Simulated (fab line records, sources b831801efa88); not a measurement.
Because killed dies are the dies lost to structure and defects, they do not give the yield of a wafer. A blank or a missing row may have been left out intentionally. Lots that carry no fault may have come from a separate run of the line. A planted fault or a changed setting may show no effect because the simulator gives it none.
fab line records	flow sky130
[record] lots = 6	wafers = 18	last_day = 49
route steps=708 shown SD_N@344 SD_P@359 RES_XHIGH@360 PAD_OPEN@708
lots untouched by any fault: they come from a run of this same line in which no faults occurred
start_h: hours from the record's opening day to when the first of the lot's shown wafers began	wait_h: time in hours since the lot's previous step	" identical to the entry in the row above	L1.1+2: a single row standing in for several wafers	- no value present, or no start provided	* or withheld: withheld	< > ~ a bound
route shown NAME@n: a module of which the file shows steps, and the number in the route of the first	usual: mean and standard deviation over wafers with no fault	same: alike in all rows	chamber/n: place in a boat	sites: readings site by site	_std_site: how widely they spread, as a standard deviation	_edge_site: the outer-site mean with the inner-site mean subtracted	radius_mm: for every site, how far away it sits from the centre of the wafer	mask NAME#n: copy n	behind: the most recent tool/chamber to have shaped the wafer	hold: why the lot was held/for how many hours/how that ended	device: whichever transistor did not switch (one of n, p or np)	end of line: tests run on the same wafers once the route is complete	where a step has no rows: the recipe by itself	killed: not the wafer's yield, but the dies lost to structure and defects at the first sort	map: shows each die of a wafer: x if killed, . if not, _ if none is there
set.NAME: the setting the step ran with; set.NAME@STEP: the setting that earlier step ran with	model.NAME: the simulator's own value behind a step, which no gauge read
lots seen at some steps along the route; tables by step, rows by wafer
services: from which hour (start_h, from the record's first day; less than 0 if before it) a tool's chamber was out of use, for how many hours, and why
[[steps]]
[step SKY_SD_N_COAT_02]
[recipe] resist = NOVOLAK	spin_rpm = 3000	resist_thk_nm = 1140
[step SKY_SD_N_SOFTBAKE_03]
[recipe] temp_c = 90	time_s = 60	resist = NOVOLAK
[step SKY_SD_N_EXPOSE_04]
[recipe] mask_id = NSDM	na = 0.6	source_shape = conventional	sigma_outer = 0.6	polarization = unpolarized	target_cd_nm = 380	dose_mj = 141
[step SKY_SD_N_PEB_05]
[recipe] temp_c = withheld	time_s = *	resist = NOVOLAK
[step SKY_SD_N_DEVELOP_06]
[recipe] resist = NOVOLAK	developer = TMAH	develop_time_s = 60	dev_temp_c = 23
[step SKY_SD_N_CD_MEAS_07]
[recipe] target_cd_nm = 380
[usual] cd_nm = 380.1/1.9
lot.wafer	tool	chamber	start_h	wait_h	cd_nm
L902.1	cd_sem-02	-	670.36	0.1	379.5
L902.5	"	-	"	"	379.0
L902.6	"	-	"	"	381.9
L907.1	cd_sem-02	-	716.31	0.1	377.7
L907.3	"	-	"	"	377.7
L907.6	"	-	"	"	378.8
L910.4	cd_sem-01	-	737.82	0.1	378.9
L910.5	"	-	"	"	380.7
L910.6	"	-	"	"	378.2
L911.1	cd_sem-02	-	744.10	0.1	378.0
L911.2	"	-	"	"	379.6
L911.4	"	-	"	"	378.8
L913.2	cd_sem-02	-	764.97	0.1	379.2
L913.3	"	-	"	"	381.5
L913.6	"	-	"	"	381.2
L916.2	cd_sem-02	-	785.03	0.1	376.7
L916.3	"	-	"	"	379.4
L916.6	"	-	"	"	378.3
[step SKY_SD_N_OVL_MEAS_08]
[usual] SD_N_OVL = -1.1/1.2
lot.wafer	tool	chamber	start_h	wait_h	SD_N_OVL[nm]
L902.1	overlay-01	-	670.48	0.1	-2.9
L902.5	"	-	"	"	-3.7
L902.6	"	-	"	"	-2.4
L907.1	overlay-02	-	716.43	0.1	-3.7
L907.3	"	-	"	"	-3.3
L907.6	"	-	"	"	-4.0
L910.4	overlay-02	-	737.90	0.1	-0.7
L910.5	"	-	"	"	-3.3
L910.6	"	-	"	"	-2.0
L911.1	overlay-01	-	744.22	0.1	-1.1
L911.2	"	-	"	"	-1.2
L911.4	"	-	"	"	-1.7
L913.2	overlay-02	-	765.08	0.1	-1.0
L913.3	"	-	"	"	-0.5
L913.6	"	-	"	"	-0.5
L916.2	overlay-02	-	785.14	0.1	-0.7
L916.3	"	-	"	"	0.2
L916.6	"	-	"	"	-1.0
[step SKY_SD_N_IMPLANT_09]
[recipe] species = As	energy_kev = 50	dose_cm2 = 4e+15	tilt_deg = 0
[step SKY_SD_N_IMPLANT_10]
[recipe] species = P	energy_kev = 19.71	dose_cm2 = 1e+14	tilt_deg = 0
[step SKY_SD_N_STRIP_11]
[recipe] chemistry = O2/N2	power_w = 1400	pressure_mtorr = 1500	platen_temp_c = withheld	o2_flow_sccm = 3000	n2_flow_sccm = 300	overash_fraction = 0.5
[usual] drypump_motor_current_A = 5.7/0.39	oes_product_au = 0.527/0.0046	strip_time_to_endpoint_s = 22.55/0.034
lot.wafer	tool	chamber	start_h	wait_h	drypump_motor_current_A	oes_product_au	rf_hours_counter_h	strip_time_to_endpoint_s
L902.1	plasma_asher-02	1	670.82	0.1	4.9	0.520	25	22.58
L902.5	"	1	"	"	4.9	0.526	-	22.60
L902.6	"	0	"	"	5.8	0.526	-	22.56
L907.1	plasma_asher-01	1	716.77	0.1	5.4	0.533	63	22.55
L907.3	"	0	"	"	6.3	0.533	-	22.55
L907.6	"	1	"	"	5.5	0.522	-	22.52
L910.4	plasma_asher-02	0	738.25	0.1	5.8	0.521	-	22.52
L910.5	"	0	"	"	5.9	0.528	-	22.56
L910.6	"	1	"	"	4.9	0.531	-	22.54
L911.1	plasma_asher-02	1	744.56	0.1	4.9	0.529	32	22.60
L911.2	"	0	"	"	5.9	0.521	32	22.59
L911.4	"	0	"	"	5.8	0.535	-	22.58
L913.2	plasma_asher-03	1	765.41	0.1	6.0	0.527	93	22.57
L913.3	"	1	"	"	6.0	0.528	-	22.57
L913.6	"	0	"	"	5.6	0.531	-	22.54
L916.2	plasma_asher-02	0	785.47	0.1	5.8	0.522	37	22.51
L916.3	"	1	"	"	4.9	0.528	-	22.51
L916.6	"	1	"	"	4.9	0.517	-	22.49
[step SKY_SD_N_TW_MEAS_12]
[usual] SD_N_TW = 3989/35
lot.wafer	tool	chamber	start_h	wait_h	SD_N_TW
L902.1	film_metro-02	-	670.92	0.1	3997
L902.5	"	-	"	"	3999
L902.6	"	-	"	"	3984
L907.1	film_metro-03	-	716.87	0.1	3970
L907.3	"	-	"	"	3965
L907.6	"	-	"	"	3987
L910.4	film_metro-03	-	738.35	0.1	3973
L910.5	"	-	"	"	3968
L910.6	"	-	"	"	3965
L911.1	film_metro-03	-	744.66	0.1	3967
L911.2	"	-	"	"	4003
L911.4	"	-	"	"	3976
L913.2	film_metro-03	-	765.52	0.1	3982
L913.3	"	-	"	"	3978
L913.6	"	-	"	"	3986
L916.2	film_metro-01	-	785.58	0.1	4054
L916.3	"	-	"	"	4048
L916.6	"	-	"	"	4053
[step SKY_SD_N_CLEAN_13]
[recipe] chemistry = SC1/SC2	mix = 1:4:20	temp_c = 70	time_s = 150	dry = n2_spin
[step SKY_SD_N_RTA_14]
[recipe] temp_c = 1075	time_s = 2	idle_temp_c = 650	ramp_up_c_per_s = 150	ramp_down_c_per_s = 90	ambient = N2
[usual] lamp_power_pct = 15.73/0.055	ramp_down_c_per_s = 89.999/0.016	wafer_temp_C_max = 1078.2/1.4
lot.wafer	tool	chamber	start_h	wait_h	lamp_power_pct	ramp_down_c_per_s	wafer_temp_C_max
L902.1	rtp_anneal-01	0	671.03	0.0	15.76	90.014	1078.2
L902.5	"	0	"	"	15.78	89.970	1077.7
L902.6	"	0	"	"	15.65	90.008	1078.9
L907.1	rtp_anneal-02	0	716.98	0.0	15.71	89.993	1076.7
L907.3	"	0	"	"	15.63	89.994	1076.8
L907.6	"	0	"	"	15.68	90.010	1075.1
L910.4	rtp_anneal-01	0	738.46	0.0	15.80	90.015	1079.1
L910.5	"	0	"	"	15.66	89.996	1078.2
L910.6	"	0	"	"	15.72	90.016	1079.6
L911.1	rtp_anneal-02	0	744.77	0.0	15.83	89.995	1088.0
L911.2	"	0	"	"	15.83	90.017	1086.8
L911.4	"	0	"	"	15.90	89.993	1088.5
L913.2	rtp_anneal-02	0	765.62	0.0	15.85	89.985	1087.3
L913.3	"	0	"	"	15.83	90.005	1087.8
L913.6	"	0	"	"	15.80	90.016	1086.9
L916.2	rtp_anneal-01	0	785.69	0.0	15.80	90.019	1079.4
L916.3	"	0	"	"	15.74	89.981	1077.8
L916.6	"	0	"	"	15.69	90.000	1079.3
[step SKY_SD_N_RS_MEAS_16]
[recipe] thk_meas_gauge = four-point-probe
[usual] SD_N_RS = 68.62/0.13
lot.wafer	tool	chamber	start_h	wait_h	SD_N_RS[ohm/sq]
L902.1	film_metro-03	-	671.20	0.1	68.56
L902.5	"	-	"	"	68.65
L902.6	"	-	"	"	68.52
L907.1	film_metro-03	-	717.16	0.1	68.58
L907.3	"	-	"	"	68.63
L907.6	"	-	"	"	68.69
L910.4	film_metro-01	-	738.67	0.1	68.42
L910.5	"	-	"	"	68.68
L910.6	"	-	"	"	68.48
L911.1	film_metro-02	-	744.94	0.1	67.17
L911.2	"	-	"	"	67.09
L911.4	"	-	"	"	67.17
L913.2	film_metro-01	-	765.81	0.1	66.95
L913.3	"	-	"	"	66.84
L913.6	"	-	"	"	66.96
L916.2	film_metro-03	-	785.87	0.1	68.63
L916.3	"	-	"	"	68.73
L916.6	"	-	"	"	68.66
[step SKY_SD_N_RS_MEAS_17]
[recipe] thk_meas_gauge = four-point-probe
[usual] SD_P_RS = 146.9/0.37
lot.wafer	tool	chamber	start_h	wait_h	SD_P_RS[ohm/sq]
L902.1	film_metro-03	-	671.32	0.1	147.0
L902.5	"	-	"	"	146.8
L902.6	"	-	"	"	146.7
L907.1	film_metro-03	-	717.28	0.1	147.2
L907.3	"	-	"	"	147.5
L907.6	"	-	"	"	147.4
L910.4	film_metro-01	-	738.79	0.1	146.5
L910.5	"	-	"	"	146.6
L910.6	"	-	"	"	146.5
L911.1	film_metro-02	-	745.06	0.1	139.5
L911.2	"	-	"	"	139.7
L911.4	"	-	"	"	139.4
L913.2	film_metro-01	-	765.93	0.1	138.7
L913.3	"	-	"	"	138.6
L913.6	"	-	"	"	139.0
L916.2	film_metro-03	-	785.99	0.1	147.4
L916.3	"	-	"	"	147.1
L916.6	"	-	"	"	147.3
[step SKY_SD_N_RS_MEAS_18]
[recipe] thk_meas_gauge = four-point-probe
[usual] RES_XHIGH_RS = 333.3/1.2
lot.wafer	tool	chamber	start_h	wait_h	RES_XHIGH_RS[ohm/sq]
L902.1	film_metro-03	-	671.44	0.1	333.6
L902.5	"	-	"	"	333.8
L902.6	"	-	"	"	332.3
L907.1	film_metro-03	-	717.40	0.1	332.9
L907.3	"	-	"	"	331.5
L907.6	"	-	"	"	332.8
L910.4	film_metro-01	-	738.91	0.1	331.2
L910.5	"	-	"	"	330.9
L910.6	"	-	"	"	331.9
L911.1	film_metro-02	-	745.18	0.1	333.4
L911.2	"	-	"	"	333.5
L911.4	"	-	"	"	333.4
L913.2	film_metro-01	-	766.05	0.1	332.5
L913.3	"	-	"	"	333.6
L913.6	"	-	"	"	333.3
L916.2	film_metro-03	-	786.11	0.1	332.1
L916.3	"	-	"	"	331.1
L916.6	"	-	"	"	331.5
[step SKY_PAD_OPEN_PROBE_99]
[usual] killed_at_M0_to_M3 = 43/5.9	killed_at_M4_up = 2.9/1.5	killed_at_contacts = 24/5	killed_at_front_end = 15/4.8	killed_at_other = 0.2/0.5	killed_dies = 86/9.3	killed_open = 47/7.1	killed_short = 38/6.3
[same] gross_dies = 492	killed_at_back_side = 0
lot.wafer	tool	chamber	start_h	wait_h	killed_at_M0_to_M3	killed_at_M4_up	killed_at_contacts	killed_at_front_end	killed_at_other	killed_dies	killed_open	killed_short	model.etest.res_xhigh_po.line_ohm_um	model.etest.res_xhigh_po.rs_ohm_sq	model.etest.pfet_01v8.r_on_ohm_um	model.etest.res_pdiff.line_ohm_um	model.etest.res_high_po.line_ohm_um	model.etest.licon_high_po.rc_ohm	model.etest.res_high_po.rs_ohm_sq	model.etest.res_pdiff_hv.rs_ohm_sq
L902.1	prober-01	-	1098.03	0.1	35	3	24	21	0	83	48	35	5547	1919	2899	1389	736.6	341.6	255.2	188.1
L902.5	prober-01	-	1098.23	0.2	47	3	30	17	0	97	48	49	5853	2026	2818	1409	751.2	336.3	258.1	188.6
L902.6	prober-01	-	1098.28	0.2	51	2	27	19	1	100	50	50	5668	2007	2881	1389	745.8	357	258.3	187.9
L907.1	prober-02	-	1131.73	0.1	36	2	22	26	0	86	47	39	5996	2076	2882	1386	777.8	362	266.2	190.4
L907.3	prober-02	-	1131.83	0.2	45	3	24	15	0	87	45	42	5890	2049	2862	1386	760.5	364.9	266.1	191.4
L907.6	prober-02	-	1131.98	0.2	38	5	28	12	0	83	43	40	5888	2044	2945	1385	755	357.6	265.3	192
L910.4	prober-01	-	1141.79	0.2	46	4	24	13	1	88	50	38	5676	1982	2892	1335	741.3	343.4	259.3	192.4
L910.5	prober-01	-	1141.84	0.2	39	3	28	14	0	84	44	40	5401	1926	2914	1372	751.2	348.3	256.4	194.1
L910.6	prober-01	-	1141.89	0.2	40	0	21	25	0	86	50	36	5459	1921	2996	1371	721.8	353.8	256.8	193.2
L911.1	prober-02	-	1152.67	0.1	46	4	22	13	0	85	51	34	5151	1842	2862	1294	688.7	319	244.1	180
L911.2	prober-02	-	1152.72	0.1	42	3	13	19	0	77	42	35	5451	1904	2862	1326	709.7	333.3	253.2	180.8
L911.4	prober-02	-	1152.82	0.2	32	0	19	16	0	67	35	32	5226	1856	2901	1292	686.1	319.2	243.9	181.5
L913.2	prober-02	-	1164.38	0.1	43	3	21	12	0	79	47	32	5064	1789	2801	1294	692.2	310.4	244.5	180.2
L913.3	prober-02	-	1164.43	0.2	44	3	29	18	0	94	48	46	4882	1748	2832	1279	673.6	313.5	237.4	177.9
L913.6	prober-02	-	1164.58	0.2	43	3	18	21	0	85	45	40	4836	1719	2867	1296	666.2	303.2	238.2	181.2
L916.2	prober-01	-	1176.99	0.1	39	7	21	9	0	76	54	22	5821	2068	2972	1380	753.4	361.1	267	192.1
L916.3	prober-01	-	1177.04	0.2	48	3	28	14	0	93	58	35	5431	1945	2959	1403	726.4	334.7	257.6	192.1
L916.6	prober-01	-	1177.19	0.2	44	4	18	16	0	82	47	35	5761	2028	3005	1388	752.6	359.4	261.7	192.6
// killed by level:class
L902.1 VIA1:geometric_particle:open=9 FIELD_ISO:geometric_particle:open=8 LI_CONTACT:geometric_particle:open=8 CONTACT:geometric_particle:open=6 FIELD_ISO:geometric_particle:short=5 VIA3:geometric_particle:open=5 VIA3:geometric_particle:short=4 CONTACT:geometric_particle:short=4
L902.5 VIA1:geometric_particle:open=10 FIELD_ISO:geometric_particle:short=7 CONTACT:geometric_particle:open=7 LI_CONTACT:geometric_particle:open=7 CONTACT:geometric_particle:short=6 METAL2:geometric_particle:short=6 VIA3:geometric_particle:open=6 LOCAL_INTERCONNECT:geometric_particle:short=5
L902.6 LI_CONTACT:geometric_particle:open=11 METAL2:geometric_particle:short=11 VIA2:geometric_particle:open=9 VIA3:geometric_particle:open=9 CONTACT:geometric_particle:open=8 METAL3:geometric_particle:short=6 CONTACT:geometric_particle:short=5 FIELD_ISO:geometric_particle:open=4
L907.1 FIELD_ISO:geometric_particle:short=9 VIA2:geometric_particle:open=9 CONTACT:geometric_particle:open=7 METAL1:geometric_particle:short=6 FIELD_ISO:geometric_particle:open=5 LI_CONTACT:geometric_particle:short=5 VIA1:geometric_particle:open=5 LI_CONTACT:geometric_particle:open=5
L907.3 CONTACT:geometric_particle:open=11 VIA1:geometric_particle:open=10 METAL2:geometric_particle:short=10 VIA1:geometric_particle:short=7 VIA3:geometric_particle:open=6 POLY_GATE:geometric_particle:open=5 LI_CONTACT:geometric_particle:open=5 CONTACT:geometric_particle:short=5
L907.6 METAL2:geometric_particle:short=10 LI_CONTACT:geometric_particle:open=8 CONTACT:geometric_particle:open=8 VIA2:geometric_particle:open=6 METAL1:geometric_particle:short=5 VIA3:geometric_particle:open=5 FIELD_ISO:geometric_particle:open=4 LOCAL_INTERCONNECT:geometric_particle:short=4
L910.4 VIA2:geometric_particle:open=10 VIA1:geometric_particle:open=7 CONTACT:geometric_particle:short=6 LI_CONTACT:geometric_particle:open=6 CONTACT:geometric_particle:open=6 METAL1:geometric_particle:short=6 POLY_GATE:geometric_particle:open=5 VIA1:geometric_particle:short=5
L910.5 CONTACT:geometric_particle:open=10 LI_CONTACT:geometric_particle:short=7 VIA2:geometric_particle:open=7 VIA3:geometric_particle:open=7 LI_CONTACT:geometric_particle:open=6 METAL1:geometric_particle:short=6 POLY_GATE:geometric_particle:short=4 VIA1:geometric_particle:short=4
L910.6 CONTACT:geometric_particle:open=12 VIA2:geometric_particle:open=8 POLY_GATE:geometric_particle:short=7 METAL1:geometric_particle:short=6 VIA1:geometric_particle:open=6 VIA3:geometric_particle:open=6 FIELD_ISO:geometric_particle:short=5 LI_CONTACT:geometric_particle:open=5
L911.1 CONTACT:geometric_particle:open=10 VIA3:geometric_particle:open=10 VIA1:geometric_particle:open=9 METAL1:geometric_particle:short=6 VIA2:geometric_particle:open=6 FIELD_ISO:geometric_particle:open=5 VIA3:geometric_particle:short=5 LI_CONTACT:geometric_particle:open=4
L911.2 VIA1:geometric_particle:open=13 VIA1:geometric_particle:short=8 VIA2:geometric_particle:open=7 POLY_GATE:geometric_particle:open=5 POLY_GATE:geometric_particle:short=4 CONTACT:geometric_particle:open=4 VIA3:geometric_particle:open=4 METAL2:geometric_particle:short=4
L911.4 VIA1:geometric_particle:open=6 CONTACT:geometric_particle:open=6 METAL3:geometric_particle:short=6 VIA3:geometric_particle:open=6 POLY_GATE:geometric_particle:short=4 LI_CONTACT:geometric_particle:open=4 CONTACT:geometric_particle:short=4 METAL2:geometric_particle:short=4
L913.2 VIA1:geometric_particle:open=12 CONTACT:geometric_particle:open=8 VIA2:geometric_particle:open=8 VIA3:geometric_particle:open=8 CONTACT:geometric_particle:short=6 METAL1:geometric_particle:short=5 LI_CONTACT:geometric_particle:open=4 FIELD_ISO:geometric_particle:open=3
L913.3 VIA1:geometric_particle:open=9 CONTACT:geometric_particle:short=8 CONTACT:geometric_particle:open=8 METAL1:geometric_particle:short=8 VIA3:geometric_particle:open=8 FIELD_ISO:geometric_particle:open=5 LI_CONTACT:geometric_particle:open=5 LOCAL_INTERCONNECT:geometric_particle:short=5
L913.6 VIA1:geometric_particle:open=8 CONTACT:geometric_particle:open=8 VIA2:geometric_particle:open=7 METAL1:geometric_particle:short=7 POLY_GATE:geometric_particle:short=6 VIA1:geometric_particle:short=6 FIELD_ISO:geometric_particle:short=5 POLY_GATE:geometric_particle:open=5
L916.2 VIA1:geometric_particle:open=12 VIA3:geometric_particle:open=9 CONTACT:geometric_particle:open=8 VIA2:geometric_particle:open=7 METAL4:geometric_particle:short=5 LI_CONTACT:geometric_particle:open=4 LOCAL_INTERCONNECT:geometric_particle:short=4 METAL1:geometric_particle:open=4
L916.3 VIA1:geometric_particle:open=12 CONTACT:geometric_particle:open=11 VIA2:geometric_particle:open=9 METAL1:geometric_particle:short=7 VIA3:geometric_particle:open=7 POLY_GATE:geometric_particle:open=6 METAL2:geometric_particle:short=5 LI_CONTACT:geometric_particle:open=5
L916.6 VIA1:geometric_particle:open=11 VIA3:geometric_particle:open=8 CONTACT:geometric_particle:open=6 FIELD_ISO:geometric_particle:short=5 LI_CONTACT:geometric_particle:open=5 METAL1:geometric_particle:short=5 METAL2:geometric_particle:short=5 FIELD_ISO:geometric_particle:open=4
[[services]]
tool	chamber	start_h	hours	kind
plasma_asher-03	-	666.57	2.0	repair
plasma_asher-03	-	686.33	1.7	repair
plasma_asher-02	-	698.16	0.6	repair
plasma_asher-02	-	701.27	4.0	pm
plasma_asher-01	-	734.11	4.1	repair
[[key]]
[first_sign] step = SKY_SD_N_RTA_14	reading = wafer_temp_C_max	direction = up	sigmas = 6.7	usual = *	struck = *
[effect] step = SKY_SD_N_RTA_14	reading = lamp_power_pct	direction = up	sigmas = 2.1	usual = 15.73	struck = 15.84
[effect] step = SKY_SD_N_RS_MEAS_16	reading = SD_N_RS	direction = down	sigmas = 12	usual = 68.62	struck = 67.03
[effect] step = SKY_SD_N_RS_MEAS_17	reading = SD_P_RS	direction = down	sigmas = 21	usual = 146.9	struck = 139.1
[model_effect] step = SKY_PAD_OPEN_PROBE_99	value = etest.res_xhigh_po.line_ohm_um	without = 5545	struck = 5102
met_at SKY_SD_N_RTA_14
struck_wafers L911.1,L911.2,L911.4,L913.2,L913.3,L913.6
tester_left_out L911,L913
onset_between 716.98 744.77
[fault] kind = process_parameter_drift	tool = rtp_anneal-02	chamber = -	onset_h = 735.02	steps = SKY_SD_N_RTA_14	channel = temp_c	offset = *	shape = step	end_h = 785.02	acts_in = *	stated = *
// tester_left_out: of these lots the tester's yield and bins aren't shown, on N5 and GAA mostly nor the transistor test; their killed dies are dies lost to structure and defects alone, not to doping, threshold or leakage, so they don't give the yield
